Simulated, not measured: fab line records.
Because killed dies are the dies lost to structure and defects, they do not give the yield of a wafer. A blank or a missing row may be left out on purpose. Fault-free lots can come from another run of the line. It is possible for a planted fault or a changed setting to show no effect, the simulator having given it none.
The tool behind it: which one? / flow gf180mcu / Sampling: 14 lots, 42 wafers, 4 of 602 route steps

WHAT THE GAUGES READ, wafer by wafer
GF_MVPSD_OVL_MEAS_07. Usual: MVPSD_OVL 0.9 nm, standard deviation 1.4.
lot=L353; measured=day 5 02:42; on=overlay-01; MVPSD_OVL (nm)=-0.7 -0.7 -0.8; flag=
lot=L354; measured=day 5 06:02; on=overlay-01; MVPSD_OVL (nm)=-0.1 1.0 -1.3; flag=
lot=L355; measured=day 5 11:12; on=overlay-02; MVPSD_OVL (nm)=0.1 -1.2 0.5; flag=
lot=L356; measured=day 5 17:53; on=overlay-02; MVPSD_OVL (nm)=0.5 0.8 2.3; flag=
lot=L358; measured=day 6 07:03; on=overlay-02; MVPSD_OVL (nm)=2.7 2.3 3.3; flag=
lot=L359; measured=day 6 12:52; on=overlay-01; MVPSD_OVL (nm)=-1.2 -2.2 0.7; flag=
lot=L360; measured=day 6 18:12; on=overlay-01; MVPSD_OVL (nm)=1.5 3.1 3.5; flag=
lot=L363; measured=day 7 10:48; on=overlay-02; MVPSD_OVL (nm)=-0.4 1.0 1.9; flag=
lot=L364; measured=day 7 19:26; on=overlay-02; MVPSD_OVL (nm)=-0.1 1.1 0.5; flag=
lot=L366; measured=day 8 08:42; on=overlay-02; MVPSD_OVL (nm)=-1.4 -1.2 0.5; flag=
lot=L369; measured=day 9 00:39; on=overlay-02; MVPSD_OVL (nm)=2.2 3.3 0.0; flag=
lot=L370; measured=day 9 08:50; on=overlay-02; MVPSD_OVL (nm)=1.2 0.8 0.2; flag=
lot=L372; measured=day 9 18:15; on=overlay-02; MVPSD_OVL (nm)=2.9 1.2 2.3; flag=
lot=L374; measured=day 10 04:52; on=overlay-02; MVPSD_OVL (nm)=0.8 2.0 0.9; flag=

GF_VT_IMPLANT_TW_MEAS_43. Usual: VT_IMPLANT_4_TW 691, standard deviation 9.
lot=L353; measured=day 7 16:29; on=film metro-01; VT_IMPLANT_4_TW=692 692 687; flag=
lot=L354; measured=day 7 20:56; on=film metro-03; VT_IMPLANT_4_TW=698 699 700; flag=
lot=L355; measured=day 8 01:29; on=film metro-01; VT_IMPLANT_4_TW=692 690 688; flag=
lot=L356; measured=day 8 09:28; on=film metro-02; VT_IMPLANT_4_TW=679 677 676; flag=
lot=L358; measured=day 9 00:31; on=film metro-02; VT_IMPLANT_4_TW=683 679 680; flag=
lot=L359; measured=day 9 07:52; on=film metro-03; VT_IMPLANT_4_TW=694 693 694; flag=
lot=L360; measured=day 9 12:19; on=film metro-02; VT_IMPLANT_4_TW=678 683 674; flag=
lot=L363; measured=day 10 06:58; on=film metro-02; VT_IMPLANT_4_TW=680 676 675; flag=
lot=L364; measured=day 10 15:23; on=film metro-02; VT_IMPLANT_4_TW=677 679 678; flag=
lot=L366; measured=day 11 05:16; on=film metro-03; VT_IMPLANT_4_TW=696 693 692; flag=
lot=L369; measured=day 11 23:19; on=film metro-01; VT_IMPLANT_4_TW=696 698 695; flag=
lot=L370; measured=day 12 09:32; on=film metro-03; VT_IMPLANT_4_TW=692 693 697; flag=
lot=L372; measured=day 12 19:51; on=film metro-03; VT_IMPLANT_4_TW=696 693 694; flag=
lot=L374; measured=day 13 06:32; on=film metro-01; VT_IMPLANT_4_TW=697 697 696; flag=

GF_POLY_GATE_CD_MEAS_18. Usual: cd nm reads 281.3 nm (standard deviation 1.6).
lot=L353; measured=day 9 13:17; on=cd sem-02; cd nm (nm)=282.3 277.7 279.7; flag=
lot=L354; measured=day 9 20:04; on=cd sem-01; cd nm (nm)=282.1 281.8 282.8; flag=
lot=L355; measured=day 9 20:07; on=cd sem-02; cd nm (nm)=281.8 282.0 282.6; flag=
lot=L356; measured=day 10 11:05; on=cd sem-02; cd nm (nm)=279.9 280.5 280.9; flag=
lot=L358; measured=day 11 01:10; on=cd sem-01; cd nm (nm)=281.5 280.4 281.5; flag=
lot=L359; measured=day 11 10:47; on=cd sem-01; cd nm (nm)=283.7 284.1 280.4; flag=
lot=L360; measured=day 11 09:33; on=cd sem-01; cd nm (nm)=282.9 281.3 283.8; flag=
lot=L363; measured=day 12 08:20; on=cd sem-02; cd nm (nm)=279.4 279.7 280.3; flag=
lot=L364; measured=day 12 17:03; on=cd sem-02; cd nm (nm)=280.7 280.7 279.1; flag=
lot=L366; measured=day 13 04:09; on=cd sem-02; cd nm (nm)=283.4 282.4 283.3; flag=
lot=L369; measured=day 14 01:31; on=cd sem-01; cd nm (nm)=280.4 284.1 279.6; flag=
lot=L370; measured=day 14 10:53; on=cd sem-02; cd nm (nm)=280.6 283.0 279.7; flag=
lot=L372; measured=day 14 20:50; on=cd sem-02; cd nm (nm)=283.2 281.8 283.7; flag=
lot=L374; measured=day 15 08:47; on=cd sem-01; cd nm (nm)=280.0 279.0 278.7; flag=

WHICH TOOL RAN EACH LOT (tool, then ch and the chambers of the sampled wafers, then the start)
lot=L353; GF_DUAL_GATE_WET_ETCH_12=wet bench-01 ch 0, day 8 11:20
lot=L354; GF_DUAL_GATE_WET_ETCH_12=wet bench-03 ch 2, day 8 16:17
lot=L355; GF_DUAL_GATE_WET_ETCH_12=wet bench-02 ch 3, day 8 20:37
lot=L356; GF_DUAL_GATE_WET_ETCH_12=wet bench-03 ch 0, day 9 05:26
lot=L358; GF_DUAL_GATE_WET_ETCH_12=wet bench-03 ch 0, day 9 21:23
lot=L359; GF_DUAL_GATE_WET_ETCH_12=wet bench-03 ch 3, day 10 07:11
lot=L360; GF_DUAL_GATE_WET_ETCH_12=wet bench-02 ch 3, day 10 07:05
lot=L363; GF_DUAL_GATE_WET_ETCH_12=wet bench-03 ch 3, day 11 07:38
lot=L364; GF_DUAL_GATE_WET_ETCH_12=wet bench-03 ch 0, day 11 15:08
lot=L366; GF_DUAL_GATE_WET_ETCH_12=wet bench-01 ch 0, day 12 01:38
lot=L369; GF_DUAL_GATE_WET_ETCH_12=wet bench-03 ch 3, day 12 21:58
lot=L370; GF_DUAL_GATE_WET_ETCH_12=wet bench-01 ch 0, day 13 07:14
lot=L372; GF_DUAL_GATE_WET_ETCH_12=wet bench-03 ch 1, day 13 17:26
lot=L374; GF_DUAL_GATE_WET_ETCH_12=wet bench-01 ch 0, day 14 06:40
- GF_DUAL_GATE_WET_ETCH_12: etches SiO2 in dHF, target depth 13 nm, time 260 s.

AS READ BY THE TOOLS THEMSELVES (means over the sampled wafers that have a number; for cases with no such wafer, the mark the record gives instead)
GF_DUAL_GATE_WET_ETCH_12. Usual: bath heat duty pct 6.2 %, standard deviation 0.72; temp c 24.99 C, standard deviation 0.1.
lot=L353; tool=wet bench-01; bath heat duty pct (%)=5.9; temp c (C)=25.00; flag=
lot=L354; tool=wet bench-03; bath heat duty pct (%)=6.6; temp c (C)=24.90; flag=
lot=L355; tool=wet bench-02; bath heat duty pct (%)=6.6; temp c (C)=25.03; flag=
lot=L356; tool=wet bench-03; bath heat duty pct (%)=6.2; temp c (C)=24.93; flag=
lot=L358; tool=wet bench-03; bath heat duty pct (%)=6.3; temp c (C)=25.04; flag=
lot=L359; tool=wet bench-03; bath heat duty pct (%)=6.3; temp c (C)=25.02; flag=
lot=L360; tool=wet bench-02; bath heat duty pct (%)=6.8; temp c (C)=25.00; flag=
lot=L363; tool=wet bench-03; bath heat duty pct (%)=6.8; temp c (C)=25.09; flag=
lot=L364; tool=wet bench-03; bath heat duty pct (%)=6.5; temp c (C)=24.99; flag=
lot=L366; tool=wet bench-01; bath heat duty pct (%)=6.2; temp c (C)=24.98; flag=
lot=L369; tool=wet bench-03; bath heat duty pct (%)=6.3; temp c (C)=25.01; flag=
lot=L370; tool=wet bench-01; bath heat duty pct (%)=0.0; temp c (C)=8.48; flag=OFF
lot=L372; tool=wet bench-03; bath heat duty pct (%)=5.4; temp c (C)=24.91; flag=
lot=L374; tool=wet bench-01; bath heat duty pct (%)=0.0; temp c (C)=8.33; flag=OFF

THE ANSWER, worked out from the rows above alone
Rule: a lot counts as off when the mean over its wafers that have a number is more than 3 standard deviations away from the usual mean. Also off: a lot with no number at a reading for which 4 or more lots have one. Where the step has rows for the other lots, those lots are counted as sound. Order of review: gauges by route order, followed by the tools' own readings, for which a lot's mean as printed above is used. The first step at which some lot is off is used, and at that step the reading that is off furthest; a lot without a number counts as furthest.
Off: L370, L374, at GF_DUAL_GATE_WET_ETCH_12 (temp c).
If a tool, at that step or one of the process steps before it, ran each lot that is off and ran no sound lot following the first of them, it fits. One fits: wet bench-01 at GF_DUAL_GATE_WET_ETCH_12. A fault onset in the window from L366 (day 12 01:38, its last sound lot) to L370 (day 13 07:14, its first lot off) fits.
The tool's own readings at GF_DUAL_GATE_WET_ETCH_12 bear it out: on the lots that are off they differ by more than 5 times the standard deviation of the sound lots' means. bath heat duty pct reads 0.0 % there against 6.3 % on the sound lots; temp c reads 8.41 C there against 24.99 C on the sound lots.

WHAT THE SIMULATOR HAD PUT IN
wet bench-01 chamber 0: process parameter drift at GF_DUAL_GATE_WET_ETCH_12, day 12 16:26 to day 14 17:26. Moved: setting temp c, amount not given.
Shown lots that were struck: L370, L374. The same result came from the rule above.
